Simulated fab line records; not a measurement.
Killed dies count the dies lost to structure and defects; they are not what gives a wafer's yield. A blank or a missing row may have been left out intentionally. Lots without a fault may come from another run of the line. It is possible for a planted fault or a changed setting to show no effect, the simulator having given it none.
fab line records	flow gf180mcu
record lots=13	wafers=39	lastDay=34
route steps=602 shown V3@431
lots that met no fault: taken from a fault-free run of the same line
startH: hours from the record's opening day to when the first of the lot's shown wafers began	waitH: hours since the lot's step before	" repeats the value in the row above	L1.1+2: a single row standing in for several wafers	- no value, or no start was given	* or withheld: withheld	< > ~ a bound
route shown NAME@n: names a module that has steps shown in the file, with the first one's number in the route	usual: average and standard deviation across the fault-free wafers	same: alike in all rows	chamber/n: place in a boat	sites: each site's reading	_std_site: standard deviation across them	_edge_site: mean of outer sites minus mean of inner sites	radiusMm: how far each site lies from the wafer's centre	mask NAME#n: copy n	behind: the most recent tool/chamber to have shaped the wafer	hold: cause of the lot's hold/its duration in hours/its outcome	device: the transistor (n, p or np) that didn't switch	end of line: the same wafers' tests at the end of the route	a step without rows: its recipe alone	killed: dies lost to structure and defects at the first sort, not the wafer's yield	map: shows each die of a wafer: x if killed, . if not, _ if none is there
set.NAME: setting as actually run; set.NAME@STEP: the setting as run at that earlier step	model.NAME: the simulator's own value behind a step, which no gauge read
the route's steps for a sample of lots (tables are steps, rows are wafers)
services: when a tool's chamber went out of use (startH, in hours from the record's first day, below 0 if earlier), for how many hours, and the reason
## steps
# step GF_V3_CVD_02
# recipe material=SiO2	targetThkNm=850	precursor=TEOS	tempC=400	timeS=94.851	rfW=600
# usual heaterPowerW=617/110
lot.wafer	tool	chamber	startH	waitH	heaterPowerW
L625.4	pecvd-03	2	496.33	0.1	481
L625.5	"	1	"	"	828
L625.6	"	0	"	"	662
L627.1	pecvd-01	1	518.15	0.1	601
L627.5	"	2	"	"	508
L627.6	"	1	"	"	498
L629.2	pecvd-01	2	531.07	0.0	492
L629.4	"	0	"	"	520
L629.5	"	2	"	"	531
L630.1	pecvd-03	0	538.24	0.1	677
L630.4	"	0	"	"	684
L630.5	"	1	"	"	798
L631.1	pecvd-02	0	548.62	0.1	803
L631.2	"	2	"	"	624
L631.3	"	1	"	"	535
L632.3	pecvd-01	2	556.03	0.0	434
L632.4	"	1	"	"	612
L632.6	"	2	"	"	488
L633.2	pecvd-03	0	563.71	0.0	682
L633.4	"	1	"	"	807
L633.6	"	0	"	"	546
L634.2	pecvd-03	2	570.45	0.0	598
L634.3	"	1	"	"	795
L634.5	"	2	"	"	480
L635.3	pecvd-03	2	580.36	0.0	603
L635.4	"	2	"	"	479
L635.6	"	1	"	"	852
L640.1	pecvd-02	0	619.51	0.1	720
L640.3	"	1	"	"	526
L640.5	"	1	"	"	519
L644.2	pecvd-03	2	670.67	0.0	606
L644.5	"	0	"	"	681
L644.6	"	2	"	"	469
L646.1	pecvd-02	0	675.40	0.1	830
L646.2	"	2	"	"	614
L646.6	"	0	"	"	901
L647.1	pecvd-02	2	680.41	0.1	542
L647.2	"	0	"	"	863
L647.4	"	2	"	"	629
# step GF_V3_THK_MEAS_03
# recipe reads=SiO2_of_V3_CVD_02
# usual V3_CVD_02_THK=851/11
lot.wafer	tool	chamber	startH	waitH	V3_CVD_02_THK[nm]
L625.4	filmMetro-04	-	496.39	0.0	844
L625.5	"	-	"	"	845
L625.6	"	-	"	"	855
L627.1	filmMetro-02	-	518.22	0.0	852
L627.5	"	-	"	"	863
L627.6	"	-	"	"	872
L629.2	filmMetro-04	-	531.15	0.0	849
L629.4	"	-	"	"	855
L629.5	"	-	"	"	871
L630.1	filmMetro-04	-	538.31	0.0	851
L630.4	"	-	"	"	855
L630.5	"	-	"	"	851
L631.1	filmMetro-02	-	548.69	0.0	840
L631.2	"	-	"	"	847
L631.3	"	-	"	"	849
L632.3	filmMetro-03	-	556.12	0.1	852
L632.4	"	-	"	"	873
L632.6	"	-	"	"	869
L633.2	filmMetro-02	-	563.79	0.0	848
L633.4	"	-	"	"	853
L633.6	"	-	"	"	863
L634.2	filmMetro-03	-	570.53	0.0	848
L634.3	"	-	"	"	825
L634.5	"	-	"	"	856
L635.3	filmMetro-03	-	580.45	0.1	849
L635.4	"	-	"	"	854
L635.6	"	-	"	"	857
L640.1	filmMetro-02	-	619.58	0.0	865
L640.3	"	-	"	"	856
L640.5	"	-	"	"	854
L644.2	filmMetro-04	-	670.75	0.0	840
L644.5	"	-	"	"	869
L644.6	"	-	"	"	856
L646.1	filmMetro-02	-	675.47	0.0	845
L646.2	"	-	"	"	840
L646.6	"	-	"	"	855
L647.1	filmMetro-03	-	680.48	0.0	837
L647.2	"	-	"	"	851
L647.4	"	-	"	"	859
# step GF_V3_CMP_04
# recipe material=SiO2	downForcePsi=4	platenRpm=60	padVelocityMS=0.94248
# usual motorCurrentA=11.5/0.92	slurryFilterDpKPa=13.48/0.14	timeToEndpointS=78/5.5
lot.wafer	tool	chamber	startH	waitH	motorCurrentA	slurryFilterDpKPa	timeToEndpointS
L625.4	cmp-02	3	496.47	0.1	12.6	13.43	78
L625.5	"	2	"	"	10.8	13.30	78
L625.6	"	3	"	"	11.7	13.41	80
L627.1	cmp-02	3	518.43	0.2	11.9	13.76	75
L627.6	"	0	"	"	12.1	13.50	85
L627.5	"	1	"	"	11.9	13.69	85
L629.2	cmp-02	2	531.25	0.1	10.4	13.35	77
L629.4	"	0	"	"	11.8	13.44	80
L629.5	"	2	"	"	11.0	13.50	84
L630.1	cmp-01	2	538.37	0.1	10.8	13.29	79
L630.4	"	3	"	"	10.1	13.17	82
L630.5	"	3	"	"	9.9	13.48	79
L631.1	cmp-01	2	548.75	0.1	11.1	13.47	73
L631.3	"	3	"	"	10.3	13.51	76
L631.2	"	0	"	"	12.8	13.39	71
L632.4	cmp-02	0	556.21	0.1	11.5	13.53	88
L632.3	"	1	"	"	12.7	13.37	80
L632.6	"	3	"	"	11.7	13.56	84
L633.2	cmp-02	3	563.84	0.0	12.0	13.65	75
L633.4	"	1	"	"	12.3	13.22	78
L633.6	"	3	"	"	11.7	13.56	78
L634.3	cmp-01	0	570.58	0.0	12.4	13.13	62
L634.2	"	2	"	"	10.7	13.51	73
L634.5	"	0	"	"	12.5	13.43	73
L635.4	cmp-02	1	580.49	0.0	12.7	13.45	82
L635.3	"	2	"	"	10.5	13.45	74
L635.6	"	1	"	"	12.9	13.32	82
L640.1	cmp-02	2	619.64	0.1	10.5	13.70	80
L640.3	"	0	"	"	12.1	13.33	22
L640.5	"	2	"	"	10.6	13.42	74
L644.2	cmp-01	0	670.95	0.2	12.7	13.42	72
L644.5	"	1	"	"	11.6	13.51	91
L644.6	"	2	"	"	10.4	13.67	84
L646.2	cmp-01	3	675.64	0.1	10.7	13.47	78
L646.1	"	0	"	"	12.4	13.28	75
L646.6	"	2	"	"	10.7	13.44	85
L647.1	cmp-01	3	680.54	0.1	9.6	13.75	83
L647.4	"	0	"	"	12.7	13.46	81
L647.2	"	2	"	"	10.8	13.41	84
# step GF_V3_ETCH_17
# recipe chemistry=C4F8/O2/Ar	maskMaterial=KrF	target=SiO2	stopOn=TiN	sourceW=1500	biasW=1200	pressureMtorr=40	c4f8FlowSccm=withheld	O2_flow_sccm=6	Ar_flow_sccm=300	timeS=withheld	targetDepthA=6350
# usual chamberPressureMTorr=40.00/0.033	oesProductAu=0.856/0.0042
lot.wafer	tool	chamber	startH	waitH	chamberPressureMTorr	oesProductAu
L625.4	rieDiel-04	0	-	-	40.00	0.854
L625.5	"	2	"	"	39.99	0.860
L625.6	"	1	"	"	40.00	0.857
L627.1	rieDiel-03	2	-	-	39.99	0.858
L627.5	"	3	"	"	39.95	0.857
L627.6	"	2	"	"	40.02	0.859
L629.2	rieDiel-04	1	-	-	39.99	0.846
L629.4	"	3	"	"	40.04	0.851
L629.5	"	3	"	"	40.02	0.859
L630.1	rieDiel-02	2	-	-	40.00	0.849
L630.4	"	1	"	"	39.98	0.860
L630.5	"	2	"	"	39.96	0.855
L631.1	rieDiel-02	1	-	-	40.01	0.857
L631.2	"	2	"	"	40.05	0.854
L631.3	"	3	"	"	39.95	0.858
L632.3	rieDiel-03	0	-	-	40.00	0.849
L632.4	"	2	"	"	39.97	0.857
L632.6	"	3	"	"	39.99	0.849
L633.2	rieDiel-03	3	-	-	40.04	0.853
L633.4	"	0	"	"	39.95	0.854
L633.6	"	2	"	"	40.07	0.856
L634.2	rieDiel-04	3	-	-	40.03	0.847
L634.3	"	1	"	"	40.03	0.858
L634.5	"	2	"	"	39.95	0.850
L635.3	rieDiel-03	2	-	-	39.99	0.855
L635.4	"	0	"	"	39.98	0.852
L635.6	"	2	"	"	40.00	0.865
L640.1	rieDiel-02	1	-	-	39.96	0.851
L640.3	"	0	"	"	39.94	0.972
L640.5	"	2	"	"	39.97	0.853
L644.2	rieDiel-04	2	-	-	39.99	0.851
L644.5	"	0	"	"	39.97	0.854
L644.6	"	1	"	"	39.95	0.854
L646.1	rieDiel-04	1	-	-	40.02	0.850
L646.2	"	0	"	"	40.01	0.861
L646.6	"	2	"	"	40.05	0.858
L647.1	rieDiel-02	1	-	-	40.04	0.859
L647.2	"	2	"	"	39.98	0.868
L647.4	"	0	"	"	40.05	0.853
# step GF_V3_SPUTTER_22
# recipe material=TiN	targetThkNm=10	chamberPressurePa=5	powerW=4000	timeS=40
# usual throttleValvePct=29.5/0.98
lot.wafer	tool	chamber	startH	waitH	throttleValvePct
L625.4	pvdSputter-02	-	519.77	0.0	29.7
L625.5	"	-	"	"	29.5
L625.6	"	-	"	"	29.8
L627.1	pvdSputter-03	-	541.85	0.0	31.0
L627.5	"	-	"	"	30.0
L627.6	"	-	"	"	31.1
L629.2	pvdSputter-02	-	554.93	0.0	29.0
L629.4	"	-	"	"	29.6
L629.5	"	-	"	"	30.0
L630.1	pvdSputter-02	-	561.61	0.0	29.6
L630.4	"	-	"	"	30.0
L630.5	"	-	"	"	29.8
L631.1	pvdSputter-03	-	571.78	0.0	27.3
L631.2	"	-	"	"	31.1
L631.3	"	-	"	"	30.0
L632.3	pvdSputter-02	-	579.81	0.0	29.1
L632.4	"	-	"	"	30.0
L632.6	"	-	"	"	29.4
L633.2	pvdSputter-02	-	586.63	0.0	29.5
L633.4	"	-	"	"	29.9
L633.6	"	-	"	"	29.7
L634.2	pvdSputter-02	-	593.55	0.0	29.7
L634.3	"	-	"	"	28.9
L634.5	"	-	"	"	29.3
L635.3	pvdSputter-04	-	603.18	0.0	30.6
L635.4	"	-	"	"	28.2
L635.6	"	-	"	"	30.7
L640.1	pvdSputter-03	-	641.71	0.0	29.9
L640.3	"	-	"	"	31.0
L640.5	"	-	"	"	27.3
L644.2	pvdSputter-02	-	690.51	0.0	28.9
L644.5	"	-	"	"	29.7
L644.6	"	-	"	"	28.8
L646.1	pvdSputter-04	-	696.02	0.0	28.2
L646.2	"	-	"	"	30.7
L646.6	"	-	"	"	29.5
L647.1	pvdSputter-03	-	700.98	0.0	29.6
L647.2	"	-	"	"	27.1
L647.4	"	-	"	"	29.6
## services
tool	chamber	startH	hours	kind
rieDiel-04	0	475.95	10.2	repair
cmp-01	-	481.55	3.5	pm
rieDiel-02	1	497.23	15.3	repair
cmp-01	-	497.84	1.7	repair
rieDiel-02	0	505.94	5.7	repair
rieDiel-03	-	509.33	14.6	pm
pvdSputter-02	-	517.10	1.7	repair
rieDiel-04	-	530.59	2.8	pm
cmp-02	-	532.18	1.6	repair
cmp-01	-	550.66	3.8	repair
cmp-02	-	556.84	0.8	repair
cmp-02	-	558.09	3.1	repair
cmp-02	-	572.00	4.0	pm
rieDiel-04	1	580.13	2.0	repair
cmp-02	-	584.89	6.6	pm
rieDiel-02	-	593.00	15.6	pm
pvdSputter-02	-	607.05	1.4	repair
cmp-01	-	624.35	0.9	repair
cmp-02	-	632.17	4.6	pm
cmp-02	-	648.95	2.2	repair
rieDiel-04	1	659.29	30.3	repair
pvdSputter-02	-	682.34	5.0	repair
pvdSputter-02	-	693.85	5.5	repair
cmp-01	-	695.65	38.3	repair
## key
firstSign step=GF_V3_CMP_04	reading=timeToEndpointS	direction=down	sigmas=10	usual=*	struck=*
effect step=GF_V3_ETCH_17	reading=oesProductAu	direction=up	sigmas=28	usual=0.856	struck=0.972
metAt GF_V3_CMP_04
struckLots L640
struckWafers L640.3
sortLeftOut L640.3
notActingAt GF_V3_CVD_02,GF_V3_THK_MEAS_03,GF_V3_SPUTTER_22
onsetBetween 556.21 619.64
fault kind=processParameterDrift	tool=cmp-02	chamber=0	onsetH=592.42	steps=GF_V3_CMP_04	channel=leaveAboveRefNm	offset=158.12	shape=step	endH=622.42	actsIn=theseRecipesOnly	stated=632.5
# sortLeftOut: the simulated sort isn't trusted on such a fault, so these wafers' sort isn't shown, and their yield isn't known
